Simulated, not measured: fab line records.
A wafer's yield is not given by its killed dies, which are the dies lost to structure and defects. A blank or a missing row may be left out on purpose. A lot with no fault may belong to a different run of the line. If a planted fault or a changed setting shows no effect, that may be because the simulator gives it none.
Shared-tool check + flow gf180mcu + 12 lots, 36 wafers sampled

THE REASON FOR OPENING IT
At GF_HV_LDD_RS_MEAS_53 the reading HV_LDD_RS is flagged on 3 of 12 lots. Wafers without a fault read 418.7 ohm/sq, standard deviation 0.79.
Rule: flag the lot when none of its wafers has a number, or when each of its wafers that has one lies beyond 4 standard deviations from that mean. The rest of the lots are taken to be sound.

| lot  | measured     | on            | HV_LDD_RS (ohm/sq), wafer by wafer | flag    |
|------|--------------|---------------|------------------------------------|---------|
| L799 | day 12 14:31 | film-metro-03 | 418.0 418.9 416.6                  |         |
| L800 | day 12 22:49 | film-metro-01 | 432.8 434.0 434.1                  | FLAGGED |
| L801 | day 13 12:19 | film-metro-01 | 432.6 432.7 432.9                  | FLAGGED |
| L802 | day 13 20:36 | film-metro-01 | 432.7 433.2 433.4                  | FLAGGED |
| L810 | day 16 09:57 | film-metro-01 | 419.6 419.2 418.1                  |         |
| L811 | day 16 22:07 | film-metro-03 | 418.8 419.8 418.4                  |         |
| L813 | day 17 11:58 | film-metro-03 | 417.9 418.2 416.5                  |         |
| L815 | day 17 21:09 | film-metro-01 | 420.3 419.2 419.1                  |         |
| L816 | day 18 07:34 | film-metro-04 | 419.1 418.7 419.0                  |         |
| L817 | day 18 19:47 | film-metro-03 | 418.2 419.7 418.8                  |         |
| L820 | day 19 16:01 | film-metro-03 | 417.5 418.7 418.9                  |         |
| L821 | day 20 04:34 | film-metro-04 | 419.8 420.4 418.9                  |         |
Average over the flagged lots: 433.2 ohm/sq; offset from the usual +14.5 ohm/sq, equal to +18 standard deviations.

WHICH TOOL EACH LOT WENT THROUGH
The record holds 2 process steps before the reading, out of a route of 602 steps. Read each cell as the tool, then ch plus the chambers that the sampled wafers visited, then the start.
| lot  | flag    | GF_POLY_GATE_ETCH_12               | GF_HV_LDD_IMPLANT_34            |
|------|---------|------------------------------------|---------------------------------|
| L799 |         | rie-diel-03 ch 1,2,3, day 9 10:01  | implanter-03 ch 0, day 11 18:37 |
| L800 | FLAGGED | rie-diel-03 ch 0,1, day 9 17:52    | implanter-03 ch 0, day 12 03:01 |
| L801 | FLAGGED | rie-diel-03 ch 0,3, day 10 02:33   | implanter-03 ch 0, day 12 14:59 |
| L802 | FLAGGED | rie-diel-04 ch 0,2,3, day 10 09:37 | implanter-03 ch 0, day 12 23:26 |
| L810 |         | rie-diel-04 ch 0,1, day 12 17:14   | implanter-02 ch 0, day 15 11:02 |
| L811 |         | rie-diel-03 ch 0,2,3, day 13 03:01 | implanter-04 ch 0, day 15 22:56 |
| L813 |         | rie-diel-03 ch 1,3, day 13 16:32   | implanter-03 ch 0, day 16 12:59 |
| L815 |         | rie-diel-01 ch 0,1,2, day 14 02:18 | implanter-03 ch 0, day 16 21:10 |
| L816 |         | rie-diel-01 ch 0,2,3, day 14 09:37 | implanter-03 ch 0, day 17 06:59 |
| L817 |         | rie-diel-03 ch 0,1, day 14 21:30   | implanter-03 ch 0, day 17 18:54 |
| L820 |         | rie-diel-04 ch 0,1,2, day 15 15:43 | implanter-03 ch 0, day 18 14:31 |
| L821 |         | rie-diel-04 ch 0,2, day 16 03:33   | implanter-04 ch 0, day 19 03:55 |
These steps, and what they do:
- GF_POLY_GATE_ETCH_12: etches BARC in N2/H2.
- GF_HV_LDD_IMPLANT_34
- GF_HV_LDD_RS_MEAS_53: measures by four-point-probe.

FLAGGED OVER TOTAL, TOOL BY TOOL (the gauges that took the reading come last)
| step                 | tool          | lots run | flagged | share of the flagged lots | sound lots run after its first flagged lot |
|----------------------|---------------|----------|---------|---------------------------|--------------------------------------------|
| GF_POLY_GATE_ETCH_12 | rie-diel-01   | 2        | 0       | none                      | -                                          |
| GF_POLY_GATE_ETCH_12 | rie-diel-03   | 6        | 2       | some                      | 3 (L811,L813,L817)                         |
| GF_POLY_GATE_ETCH_12 | rie-diel-04   | 4        | 1       | some                      | 3 (L810,L820,L821)                         |
| GF_HV_LDD_IMPLANT_34 | implanter-02  | 1        | 0       | none                      | -                                          |
| GF_HV_LDD_IMPLANT_34 | implanter-03  | 9        | 3       | all                       | 5 (L813,L815,L816,L817,L820)               |
| GF_HV_LDD_IMPLANT_34 | implanter-04  | 2        | 0       | none                      | -                                          |
| GF_HV_LDD_RS_MEAS_53 | film-metro-01 | 5        | 3       | all                       | 2 (L810,L815)                              |
| GF_HV_LDD_RS_MEAS_53 | film-metro-03 | 5        | 0       | none                      | -                                          |
| GF_HV_LDD_RS_MEAS_53 | film-metro-04 | 2        | 0       | none                      | -                                          |

THE TABLE: WHAT IT ALLOWS
In 2 table rows, all flagged lots were run: implanter-03 (GF_HV_LDD_IMPLANT_34), film-metro-01 (GF_HV_LDD_RS_MEAS_53).
- implanter-03 at GF_HV_LDD_IMPLANT_34: 3 of its 9 lots flagged. Lots that were sound ran on it after the first flagged one (L813, L815, L816, L817, L820); a persistent fault on the entire tool would not allow that. Its own readings lie more than 4 standard deviations out on every wafer of the flagged lots: dose-ions-cm2, faraday-current-uA.
- film-metro-01 at GF_HV_LDD_RS_MEAS_53: 3 of its 5 lots flagged. Lots that were sound ran on it after the first flagged one (L810, L815); a persistent fault on the entire tool would not allow that.
None of the table's rows ran every flagged lot and, after the first, no sound lot.

WHAT WAS PUT IN BY THE SIMULATOR
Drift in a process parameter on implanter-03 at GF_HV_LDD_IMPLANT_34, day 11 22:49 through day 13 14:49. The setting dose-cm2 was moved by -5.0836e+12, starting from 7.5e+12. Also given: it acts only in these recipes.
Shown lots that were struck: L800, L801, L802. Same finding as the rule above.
